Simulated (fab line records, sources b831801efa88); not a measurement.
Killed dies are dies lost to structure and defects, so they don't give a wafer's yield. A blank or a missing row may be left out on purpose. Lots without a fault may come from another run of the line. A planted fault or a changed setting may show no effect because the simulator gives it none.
Chamber matching | flow sky130 | SKY_POLY_CUT_ETCH_11 on rie_diel-04: 4 sister chambers
The step etches Si3N4 in CF4/CH2F2/Ar, stops on poly-Si, time 42.5 s, target depth 60 nm. 7 wafers are shown with their chamber, then 6 later ones without.

WAFERS WITH THEIR CHAMBER
wafer  | chamber | drypump_motor_current_A (A) | throttle_valve_pct (%)
L460.1 | 3       | 5.29                        | 14.989
L466.3 | 2       | 5.38                        | 14.990
L467.1 | 1       | 5.18                        | 14.991
L467.2 | 0       | 5.25                        | 14.982
L467.5 | 2       | 5.36                        | 14.996
L469.3 | 0       | 5.25                        | 14.983
L469.5 | 1       | 5.13                        | 14.996

WAFERS WITHOUT THEIR CHAMBER
wafer  | drypump_motor_current_A (A) | throttle_valve_pct (%)
L469.6 | 5.36                        | 14.996
L477.1 | 5.23                        | 15.015
L477.2 | 5.26                        | 14.991
L477.4 | 5.12                        | 14.999
L480.4 | 5.12                        | 14.997
L480.5 | 5.23                        | 14.996

WHICH CHAMBER EACH WENT THROUGH
wafer  | from the rows above          | in truth
L469.6 | 2                            | 2
L477.1 | can't be placed: 1 or 3 or 2 | 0
L477.2 | can't be placed: 3 or 0      | 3
L477.4 | 1                            | 1
L480.4 | 1                            | 1
L480.5 | can't be placed: 3 or 1 or 0 | 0
Placed correctly: 3 of 6. Can't be placed from these rows: 3 (the true chamber is among the candidates in 2). Placed wrongly: 0.
How it was worked out, from the rows above alone: a wafer's distance from a chamber is the root of the sum, over the readings, of the square of ((its reading less the chamber's mean) divided by the reading's scatter). The wafer belongs to the nearest chamber; if the next one is less than 2 further off, it can't be placed. A chamber's mean is the mean of its shown wafers. The scatter: the root of (the sum of the squares of (reading less its chamber's mean) over the shown wafers, divided by (wafers less chambers)).
